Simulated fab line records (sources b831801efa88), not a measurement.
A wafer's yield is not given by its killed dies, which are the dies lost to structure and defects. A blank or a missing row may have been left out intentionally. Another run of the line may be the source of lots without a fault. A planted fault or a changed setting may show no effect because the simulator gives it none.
Problem report in the 8D (eight disciplines) form, filled by code | flow sky130 | the parts of the form that need people (team, actions taken, sign-off) are left out

1. THE ISSUE
Across 6 wafers from 2 lots, VT_ADJUST_HVTR_TW at SKY_VT_ADJUST_HVTR_TW_MEAS_11 averages 258.4, while fault-free wafers read 208.4 with a standard deviation of 1. Relative to the usual mean, that is a shift of +50 standard deviations.
Earliest sighting: wafer L594.1 on filmMetro-04 at day 12 22:34. Wafers with a number at this step in the record: 33, from 11 lots. Rule for "out", or "out of limits": more than 4 standard deviations from the usual mean. Any other wafer with a number is counted as sound.

2. WHAT THIS IS AND IS NOT
question                    | is                         | is not
which readings at this step | VT_ADJUST_HVTR_TW          | -
which lots                  | L594, L595                 | L585, L587, L588, L601, L602, L603, L604, L605, L606
which wafers of those lots  | all that have a number     | -
read on which gauges        | filmMetro-02, filmMetro-04 | filmMetro-01
when                        | from day 12 22:34          | up to then (9 sound wafers); but 18 sound wafers of L601, L602, L603, L604, L605, L606 came after

3. THE SUSPECTS, EACH WITH WHAT RULES IT OUT
Counting: any tool at a process step up to the reading is kept as a suspect provided that every lot that is out went through it and no sound lot did after the first of them.
- the gauge at SKY_VT_ADJUST_HVTR_TW_MEAS_11: ruled out. 2 gauges (filmMetro-02, filmMetro-04) read the wafers that are out.
- plasmaAsher-04 at SKY_VT_ADJUST_LVTN_STRIP_20 (strips in O2/N2): ruled out as a lasting fault. The sound lots L603 went through it after L594, its earliest lot that is out (day 10 22:39).
- lithoTrack-01 at SKY_VT_ADJUST_NCORE_COAT_02 (resist thk 1154 nm): ruled out as a lasting fault. The sound lots L603, L605, L606 went through it after L594, its earliest lot that is out (day 11 10:07).
Left after counting: nothing in the record.

4. THE CAUSE (what the simulator had put in)
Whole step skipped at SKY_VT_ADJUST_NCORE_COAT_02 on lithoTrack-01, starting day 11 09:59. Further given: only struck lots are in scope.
It was ruled out by counting, in error; the rule expects a fault to strike all lots run on its tool from its start on, and this fault did not.

5. SEQUENCE OF EFFECTS, ordered by route
Each row: a reading where the mean over the struck wafers with a number is more than 3 standard deviations away from the usual. Scope: only readings with a usual standard deviation given in the record; hours: median across lots of the time from each lot's start at the first step in this table that gives one to its start at this step; sigmas: change in usual standard deviations.
hours | step                          | reading           | usual | on struck wafers | change | sigmas
0     | SKY_VT_ADJUST_HVTR_TW_MEAS_11 | VT_ADJUST_HVTR_TW | 208.4 | 258.4            | +50.0  | +50
26    | SKY_VT_ADJUST_PCH_TW_MEAS_10  | VT_ADJUST_PCH_TW  | 141.6 | 228.9            | +87.3  | +94
863   | SKY_PAD_OPEN_PROBE_99         | killedAtFrontEnd  | 15    | 422              | +407   | +90
863   | SKY_PAD_OPEN_PROBE_99         | killedDies        | 83    | 492              | +409   | +45
863   | SKY_PAD_OPEN_PROBE_99         | killedOnRim       | 16    | 96               | +80    | +20
Here are the process steps it includes:
- SKY_PAD_OPEN_PROBE_99
Readings that are blank on the struck wafers while sound wafers have them: chillPlateTempC at SKY_VT_ADJUST_NCORE_COAT_02; dispensePressureKPa at SKY_VT_ADJUST_NCORE_COAT_02; cdNm at SKY_VT_ADJUST_NCORE_CD_MEAS_07.

6. WHAT WOULD HAVE CAUGHT IT SOONER
37 hours passed between the start of the fault at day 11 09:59 and the first reading out of limits at a measuring or inspecting step in this record, taken at day 12 22:34.
Between SKY_VT_ADJUST_NCORE_COAT_02 and SKY_VT_ADJUST_HVTR_TW_MEAS_11, SKY_VT_ADJUST_NCORE_CD_MEAS_07 gave no cdNm on the struck wafers, where sound wafers have one: a measuring or inspecting step that comes back empty is itself a sign.
At SKY_VT_ADJUST_NCORE_COAT_02 the tool's readings are blank on the struck wafers, where sound wafers have them: an empty tool record is the first sign, and it was there at once.
